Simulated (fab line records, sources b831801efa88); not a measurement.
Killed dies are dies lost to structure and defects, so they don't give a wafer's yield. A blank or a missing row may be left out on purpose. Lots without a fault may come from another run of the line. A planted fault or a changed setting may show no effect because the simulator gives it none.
Which tool did it? | flow gf180mcu | 7 lots, 21 wafers sampled, at 2 steps of a route of 602

WHAT THE GAUGES READ, wafer by wafer
GF_MVPSD_TW_MEAS_11.
lot  | measured     | on            | MVPSD_TW
L208 | day 5 12:29  | film_metro-01 | 557 553 553
L213 | day 7 01:55  | film_metro-04 | 556 556 553
L215 | day 7 09:11  | film_metro-04 | 554 553 557
L217 | day 7 19:23  | film_metro-03 | 606 603 604 603 605 604
L219 | day 8 09:28  | film_metro-01 | 596 598 601 598 599 600
L226 | day 10 02:58 | film_metro-04 | 550 551 554
L229 | day 10 21:13 | film_metro-01 | 554 552 550

WHICH TOOL RAN EACH LOT (tool, then ch and the chambers of the sampled wafers, then the start)
lot  | GF_MVPSD_IMPLANT_08
L208 | implanter-04 ch 0, day 5 12:05
L213 | implanter-02 ch 0, day 7 01:31
L215 | implanter-04 ch 0, day 7 08:50
L217 | implanter-02 ch 0, day 7 19:01
L219 | implanter-02 ch 0, day 8 09:04
L226 | implanter-03 ch 0, day 10 02:34
L229 | implanter-04 ch 0, day 10 20:50
- GF_MVPSD_IMPLANT_08

THE ANSWER, worked out from the rows above alone
Rule: what is usual is taken from the lots themselves. Put in order of their means at a reading, lots are off if they are a third of the lots or fewer, leave a main group of 4 or more, and stand apart from it by a gap of 3 or more times the standard deviation of the main group's means; of several such gaps the widest counts. A main group whose means are all the same, to the digits that the tables above print for the reading, isn't used. A lot without any number at a reading at which 4 lots or more have one is off too. The other lots that the step has rows for count as sound.
Off: L217, L219, at GF_MVPSD_TW_MEAS_11 (MVPSD_TW). The main group: mean 554, standard deviation 1.4.
A tool fits if, at a process step before that reading, it ran every lot that is off, and no sound lot after the first of them. The gauges at GF_MVPSD_TW_MEAS_11 are tried like those tools. One fits: implanter-02 at GF_MVPSD_IMPLANT_08. Its last sound lot is L213 (day 7 01:31), its first lot that is off L217 (day 7 19:01): a fault that began between those two fits.

WHAT THE SIMULATOR HAD PUT IN
Process parameter drift: implanter-02, from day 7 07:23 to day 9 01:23, at GF_MVPSD_IMPLANT_08. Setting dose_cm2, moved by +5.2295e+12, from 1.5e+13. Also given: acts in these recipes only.
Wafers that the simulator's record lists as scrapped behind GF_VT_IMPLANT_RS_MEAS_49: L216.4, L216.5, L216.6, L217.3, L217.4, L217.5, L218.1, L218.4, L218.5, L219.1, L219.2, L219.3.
Lots struck among those shown: L217, L219. The rule above found the same.
